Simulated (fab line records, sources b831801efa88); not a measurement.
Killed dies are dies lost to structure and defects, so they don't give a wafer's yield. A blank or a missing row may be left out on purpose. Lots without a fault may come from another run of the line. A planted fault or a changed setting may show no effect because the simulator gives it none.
Which tool did it? | flow gf180mcu | 24 lots, 72 wafers sampled, at 6 steps of a route of 602

WHAT THE GAUGES READ, wafer by wafer
GF_V1_CD_MEAS_14: target cd 260 nm.
lot  | measured     | on        | cd_nm (nm)
L074 | day 18 16:20 | cd_sem-02 | 262.2 263.2 262.5
L075 | day 19 04:52 | cd_sem-01 | 259.9 260.1 260.2
L076 | day 19 10:26 | cd_sem-01 | 259.5 260.9 261.7
L077 | day 19 14:36 | cd_sem-02 | 259.1 258.9 258.7
L079 | day 19 20:15 | cd_sem-02 | 257.4 259.3 258.3
L078 | day 20 00:17 | cd_sem-01 | 260.0 261.0 259.9
L080 | day 20 13:04 | cd_sem-02 | 261.0 260.8 260.9
L081 | day 20 21:56 | cd_sem-02 | 261.1 262.5 262.0
L082 | day 21 04:39 | cd_sem-02 | 260.1 260.5 259.9
L083 | day 21 08:28 | cd_sem-02 | 257.9 257.7 257.2
L084 | day 22 02:39 | cd_sem-01 | 259.1 260.6 259.2
L085 | day 22 12:42 | cd_sem-01 | 259.8 260.3 260.1
L086 | day 22 19:44 | cd_sem-02 | 259.3 258.7 259.1
L087 | day 23 01:17 | cd_sem-01 | 261.5 262.9 262.4
L088 | day 23 06:47 | cd_sem-01 | 259.7 258.7 259.8
L089 | day 23 19:27 | cd_sem-01 | 260.7 260.7 260.9
L090 | day 24 00:15 | cd_sem-02 | 260.8 261.9 261.4
L091 | day 24 11:36 | cd_sem-02 | 259.3 258.9 260.4
L092 | day 24 11:57 | cd_sem-01 | 261.1 261.0 260.7
L093 | day 25 02:14 | cd_sem-02 | 259.7 260.2 259.5
L094 | day 25 07:20 | cd_sem-01 | 261.1 261.0 260.1
L095 | day 25 16:02 | cd_sem-02 | 258.7 257.5 258.4
L096 | day 25 21:19 | cd_sem-01 | 261.2 262.0 261.0
L097 | day 26 03:53 | cd_sem-01 | 262.1 260.4 261.9

GF_PASSIVATION_THK_MEAS_03.
lot  | measured     | on            | PASSIVATION_CVD_02_THK (nm)
L074 | day 28 16:08 | film_metro-03 | 700 717 702
L075 | day 29 00:20 | film_metro-03 | 685 695 703
L076 | day 29 05:29 | film_metro-04 | 692 700 704
L077 | day 29 09:51 | film_metro-02 | 699 707 710
L079 | day 29 14:17 | film_metro-04 | 688 696 710
L078 | day 29 17:24 | film_metro-02 | 693 706 703
L080 | day 30 02:11 | film_metro-04 | 707 704 711
L081 | day 30 11:35 | film_metro-02 | 693 705 708
L082 | day 30 13:00 | film_metro-04 | 700 702 706
L083 | day 30 16:41 | film_metro-03 | 688 689 707
L084 | day 31 07:08 | film_metro-02 | 693 686 700
L085 | day 31 14:10 | film_metro-02 | 680 689 705
L086 | day 31 20:55 | film_metro-03 | 700 708 713
L087 | day 32 00:11 | film_metro-03 | 688 710 710
L088 | day 32 03:44 | film_metro-04 | 696 691 702
L089 | day 32 17:25 | film_metro-04 | 691 707 705
L090 | day 32 18:08 | film_metro-02 | 702 712 704
L091 | day 33 01:24 | film_metro-02 | 692 690 693
L092 | day 33 01:52 | film_metro-02 | 695 697 708
L093 | day 33 13:26 | film_metro-02 | 704 692 718
L094 | day 33 15:53 | film_metro-02 | 703 713 710
L095 | day 34 00:59 | film_metro-04 | 700 703 698
L096 | day 34 04:13 | film_metro-04 | 706 715 709
L097 | day 34 06:41 | film_metro-04 | 695 707 711

WHICH TOOL RAN EACH LOT (tool, then ch and the chambers of the sampled wafers, then the start)
lot  | GF_V1_CVD_23                  | GF_V3_ETCH_16                      | GF_V4_SPUTTER_22             | GF_M5_STRIP_11
L074 | cvd_w-01 ch 1, day 18 17:15   | rie_diel-01 ch 0,1,3, day 22 22:45 | pvd_sputter-03, day 24 23:37 | plasma_asher-01 ch 1, day 26 19:32
L075 | cvd_w-02 ch 0,1, day 19 05:46 | rie_diel-01 ch 0,1,3, day 23 11:11 | pvd_sputter-03, day 25 11:08 | plasma_asher-04 ch 0,1, day 27 06:05
L076 | cvd_w-02 ch 0,1, day 19 11:21 | rie_diel-02 ch 0,2,3, day 23 15:38 | pvd_sputter-03, day 25 15:22 | plasma_asher-03 ch 0,1, day 27 10:26
L077 | cvd_w-02 ch 0, day 19 15:31   | rie_diel-02 ch 1,2,3, day 23 19:14 | pvd_sputter-03, day 25 18:28 | plasma_asher-03 ch 0,1, day 27 15:31
L079 | cvd_w-02 ch 0,1, day 19 21:09 | rie_diel-01 ch 1,2, day 24 01:03   | pvd_sputter-03, day 26 00:31 | plasma_asher-03 ch 0,1, day 27 18:29
L078 | cvd_w-02 ch 0,1, day 20 01:12 | rie_diel-01 ch 0,2, day 24 05:18   | pvd_sputter-03, day 26 04:49 | plasma_asher-03 ch 0, day 27 22:14
L080 | cvd_w-01 ch 0,1, day 20 14:01 | rie_diel-02 ch 0,1,2, day 24 16:07 | pvd_sputter-02, day 26 14:26 | plasma_asher-01 ch 0,1, day 28 08:25
L081 | cvd_w-02 ch 0,1, day 20 22:53 | rie_diel-01 ch 0,2, day 25 00:45   | pvd_sputter-04, day 26 22:09 | plasma_asher-04 ch 0,1, day 28 16:28
L082 | cvd_w-02 ch 0,1, day 21 05:34 | rie_diel-01 ch 0,2, day 25 06:15   | pvd_sputter-03, day 27 03:14 | plasma_asher-01 ch 0,1, day 28 18:05
L083 | cvd_w-01 ch 0,1, day 21 09:22 | rie_diel-01 ch 0,2,3, day 25 09:24 | pvd_sputter-04, day 27 06:55 | plasma_asher-01 ch 0,1, day 28 22:14
L084 | cvd_w-01 ch 0,1, day 22 03:33 | rie_diel-03 ch 0,1,3, day 26 01:21 | pvd_sputter-03, day 27 21:52 | plasma_asher-03 ch 0,1, day 29 14:02
L085 | cvd_w-02 ch 1, day 22 13:37   | rie_diel-01 ch 0,2,3, day 26 09:44 | pvd_sputter-03, day 28 05:50 | plasma_asher-03 ch 0,1, day 29 21:52
L086 | cvd_w-01 ch 0,1, day 22 20:41 | rie_diel-03 ch 2,3, day 26 16:56   | pvd_sputter-03, day 28 14:31 | plasma_asher-03 ch 0,1, day 30 06:15
L087 | cvd_w-01 ch 0, day 23 02:17   | rie_diel-02 ch 1,2, day 26 22:26   | pvd_sputter-02, day 28 17:37 | plasma_asher-01 ch 0,1, day 30 09:29
L088 | cvd_w-01 ch 0, day 23 07:44   | rie_diel-03 ch 1,3, day 27 03:20   | pvd_sputter-04, day 28 21:26 | plasma_asher-04 ch 0,1, day 30 12:58
L089 | cvd_w-01 ch 0,1, day 23 20:24 | rie_diel-02 ch 0,1,2, day 27 16:05 | pvd_sputter-02, day 29 12:38 | plasma_asher-04 ch 0,1, day 31 03:05
L090 | cvd_w-02 ch 0,1, day 24 01:31 | rie_diel-03 ch 0,2,3, day 27 17:11 | pvd_sputter-03, day 29 13:25 | plasma_asher-04 ch 0,1, day 31 04:13
L091 | cvd_w-01 ch 0, day 24 12:52   | rie_diel-02 ch 0,1,2, day 28 02:35 | pvd_sputter-02, day 29 22:07 | plasma_asher-03 ch 0, day 31 12:02
L092 | cvd_w-02 ch 0,1, day 24 12:56 | rie_diel-01 ch 0,1,3, day 28 03:48 | pvd_sputter-04, day 29 22:16 | plasma_asher-04 ch 0,1, day 31 12:23
L093 | cvd_w-02 ch 0,1, day 25 03:09 | rie_diel-01 ch 0,1,3, day 28 17:36 | pvd_sputter-03, day 30 11:55 | plasma_asher-04 ch 0,1, day 31 23:53
L094 | cvd_w-01 ch 0,1, day 25 08:15 | rie_diel-02 ch 0,1,3, day 28 20:48 | pvd_sputter-04, day 30 14:34 | plasma_asher-03 ch 0,1, day 32 03:05
L095 | cvd_w-01 ch 0,1, day 25 17:18 | rie_diel-02 ch 1,3, day 29 09:24   | pvd_sputter-03, day 31 02:26 | plasma_asher-01 ch 0,1, day 32 13:11
L096 | cvd_w-01 ch 0,1, day 25 22:13 | rie_diel-01 ch 0,1,3, day 29 11:59 | pvd_sputter-04, day 31 04:59 | plasma_asher-04 ch 0,1, day 32 16:35
L097 | cvd_w-01 ch 0,1, day 26 04:48 | rie_diel-03 ch 1,2,3, day 29 16:11 | pvd_sputter-03, day 31 09:25 | plasma_asher-04 ch 0,1, day 32 20:10
- GF_V1_CVD_23: deposits W, target thk 350 nm, time 105.05 s.
- GF_V3_ETCH_16: etches BARC in N2/H2.
- GF_V4_SPUTTER_22: material TiN, target thk 10 nm, time 40 s.
- GF_M5_STRIP_11: strips in O2/N2.

WHAT THE TOOLS THEMSELVES READ (means of the sampled wafers that have a number; where no wafer has one, the mark that the record gives instead)
GF_V1_CVD_23.
lot  | tool     | heater_power_w (W)
L074 | cvd_w-01 | 658
L075 | cvd_w-02 | 770
L076 | cvd_w-02 | 826
L077 | cvd_w-02 | 709
L079 | cvd_w-02 | 764
L078 | cvd_w-02 | 812
L080 | cvd_w-01 | 675
L081 | cvd_w-02 | 837
L082 | cvd_w-02 | 817
L083 | cvd_w-01 | 666
L084 | cvd_w-01 | 675
L085 | cvd_w-02 | 885
L086 | cvd_w-01 | 667
L087 | cvd_w-01 | 695
L088 | cvd_w-01 | 699
L089 | cvd_w-01 | 680
L090 | cvd_w-02 | 779
L091 | cvd_w-01 | 688
L092 | cvd_w-02 | 769
L093 | cvd_w-02 | 825
L094 | cvd_w-01 | 687
L095 | cvd_w-01 | 686
L096 | cvd_w-01 | 679
L097 | cvd_w-01 | 684

GF_V3_ETCH_16.
lot  | tool        | chamber_pressure_mTorr (mTorr) | drypump_motor_current_A (A) | oes_product_au (a.u.) | throttle_valve_pct (%)
L074 | rie_diel-01 | 30.001                         | 5.8                         | 0.855                 | 13.219
L075 | rie_diel-01 | 29.972                         | 5.8                         | 0.846                 | 13.216
L076 | rie_diel-02 | 29.984                         | 5.8                         | 0.852                 | 13.223
L077 | rie_diel-02 | 29.994                         | 6.0                         | 0.851                 | 13.224
L079 | rie_diel-01 | 30.023                         | 5.4                         | 0.858                 | 13.225
L078 | rie_diel-01 | 29.974                         | 4.9                         | 0.856                 | 13.227
L080 | rie_diel-02 | 30.034                         | 5.8                         | 0.853                 | 13.226
L081 | rie_diel-01 | 30.027                         | 5.0                         | 0.858                 | 13.230
L082 | rie_diel-01 | 30.007                         | 5.0                         | 0.852                 | 13.224
L083 | rie_diel-01 | 29.986                         | 5.4                         | 0.858                 | 13.232
L084 | rie_diel-03 | 30.012                         | 5.4                         | 0.857                 | 13.236
L085 | rie_diel-01 | 30.002                         | 5.4                         | 0.852                 | 13.221
L086 | rie_diel-03 | 30.002                         | 5.1                         | 0.851                 | 13.219
L087 | rie_diel-02 | 29.995                         | 5.9                         | 0.853                 | 13.220
L088 | rie_diel-03 | 29.996                         | 5.5                         | 0.856                 | 13.222
L089 | rie_diel-02 | 29.972                         | 5.8                         | 0.857                 | 13.229
L090 | rie_diel-03 | 29.998                         | 5.3                         | 0.851                 | 13.224
L091 | rie_diel-02 | 30.005                         | 5.8                         | 0.851                 | 13.226
L092 | rie_diel-01 | 30.012                         | 5.8                         | 0.856                 | 13.213
L093 | rie_diel-01 | 30.021                         | 5.8                         | 0.856                 | 13.227
L094 | rie_diel-02 | 29.997                         | 6.0                         | 0.851                 | 13.227
L095 | rie_diel-02 | 29.992                         | 6.2                         | 0.857                 | 13.218
L096 | rie_diel-01 | 30.025                         | 5.8                         | 0.854                 | 13.229
L097 | rie_diel-03 | 29.998                         | 5.3                         | 0.854                 | 13.227

GF_V4_SPUTTER_22.
lot  | tool           | chamber_pressure_pa (Pa) | throttle_valve_pct (%)
L074 | pvd_sputter-03 | 5.008                    | 30.4
L075 | pvd_sputter-03 | 4.998                    | 30.2
L076 | pvd_sputter-03 | 5.003                    | 30.2
L077 | pvd_sputter-03 | 5.001                    | 30.4
L079 | pvd_sputter-03 | 4.993                    | 30.6
L078 | pvd_sputter-03 | 5.002                    | 30.0
L080 | pvd_sputter-02 | 5.001                    | 29.1
L081 | pvd_sputter-04 | 5.007                    | 30.6
L082 | pvd_sputter-03 | 5.005                    | 30.5
L083 | pvd_sputter-04 | 5.005                    | 29.6
L084 | pvd_sputter-03 | 5.002                    | 30.2
L085 | pvd_sputter-03 | 5.001                    | 30.7
L086 | pvd_sputter-03 | 4.986                    | 30.8
L087 | pvd_sputter-02 | 4.995                    | 30.0
L088 | pvd_sputter-04 | 5.009                    | 31.1
L089 | pvd_sputter-02 | 4.999                    | 29.2
L090 | pvd_sputter-03 | 5.001                    | 30.8
L091 | pvd_sputter-02 | 5.001                    | 29.4
L092 | pvd_sputter-04 | 5.007                    | 30.0
L093 | pvd_sputter-03 | 4.996                    | 30.6
L094 | pvd_sputter-04 | 5.002                    | 29.6
L095 | pvd_sputter-03 | 5.009                    | 31.1
L096 | pvd_sputter-04 | 4.992                    | 30.8
L097 | pvd_sputter-03 | 4.992                    | 30.2

GF_M5_STRIP_11.
lot  | tool            | chamber_pressure_mTorr (mTorr) | drypump_motor_current_A (A) | heater_power_w (W) | oes_product_au (a.u.) | strip_time_to_endpoint_s (s)
L074 | plasma_asher-01 | 1500.5                         | 5.3                         | 311                | 0.542                 | 7.47
L075 | plasma_asher-04 | 1500.4                         | 5.5                         | 305                | 0.546                 | 7.53
L076 | plasma_asher-03 | 1502.5                         | 6.3                         | 331                | 0.541                 | 7.46
L077 | plasma_asher-03 | 1499.9                         | 6.3                         | 333                | 0.540                 | 7.48
L079 | plasma_asher-03 | 1500.8                         | 6.2                         | 328                | 0.542                 | 7.47
L078 | plasma_asher-03 | 1499.4                         | 6.4                         | 334                | 0.546                 | 7.49
L080 | plasma_asher-01 | 1499.9                         | 5.7                         | 322                | 0.544                 | 7.49
L081 | plasma_asher-04 | 1500.1                         | 5.4                         | 304                | 0.548                 | 7.55
L082 | plasma_asher-01 | 1499.7                         | 5.7                         | 321                | 0.539                 | 7.55
L083 | plasma_asher-01 | 1500.5                         | 5.7                         | 323                | 0.543                 | 7.50
L084 | plasma_asher-03 | 1500.8                         | 6.1                         | 327                | 0.545                 | 7.56
L085 | plasma_asher-03 | 1499.7                         | 6.2                         | 331                | 0.543                 | 7.56
L086 | plasma_asher-03 | 1500.4                         | 6.2                         | 336                | 0.544                 | 7.58
L087 | plasma_asher-01 | 1499.3                         | 5.5                         | 317                | 0.543                 | 7.52
L088 | plasma_asher-04 | 1500.1                         | 5.4                         | 308                | 0.548                 | 7.52
L089 | plasma_asher-04 | 1500.1                         | 5.8                         | 322                | 0.543                 | 7.54
L090 | plasma_asher-04 | 1500.7                         | 5.4                         | 307                | 0.544                 | 7.53
L091 | plasma_asher-03 | 1499.9                         | 6.4                         | 336                | 0.539                 | 7.48
L092 | plasma_asher-04 | 1499.4                         | 5.4                         | 305                | 0.543                 | 7.53
L093 | plasma_asher-04 | 1501.5                         | 5.8                         | 320                | 0.541                 | 7.51
L094 | plasma_asher-03 | 1499.8                         | 6.1                         | 328                | 0.541                 | 7.47
L095 | plasma_asher-01 | 1500.4                         | 5.5                         | 313                | 0.544                 | 7.54
L096 | plasma_asher-04 | 1498.8                         | 5.4                         | 308                | 0.546                 | 7.54
L097 | plasma_asher-04 | 1500.7                         | 5.8                         | 317                | 0.547                 | 7.61

THE ANSWER, worked out from the rows above alone
Rule: what is usual is taken from the lots themselves. Put in order of their means at a reading, lots are off if they are a third of the lots or fewer, leave a main group of 4 or more, and stand apart from it by a gap of 3 or more times the standard deviation of the main group's means; of several such gaps the widest counts. A main group whose means are all the same, to the digits that the tables above print for the reading, isn't used. A lot without any number at a reading at which 4 lots or more have one is off too. The other lots that the step has rows for count as sound. The gauges are gone through in route order, then the tools' own readings, and for those a lot's mean is taken as printed above. The first step at which some lot is off is used, and at that step the reading that is off furthest; a lot without a number counts as furthest.
No lot is off at any reading shown: from this, nothing can be told.

WHAT THE SIMULATOR HAD PUT IN
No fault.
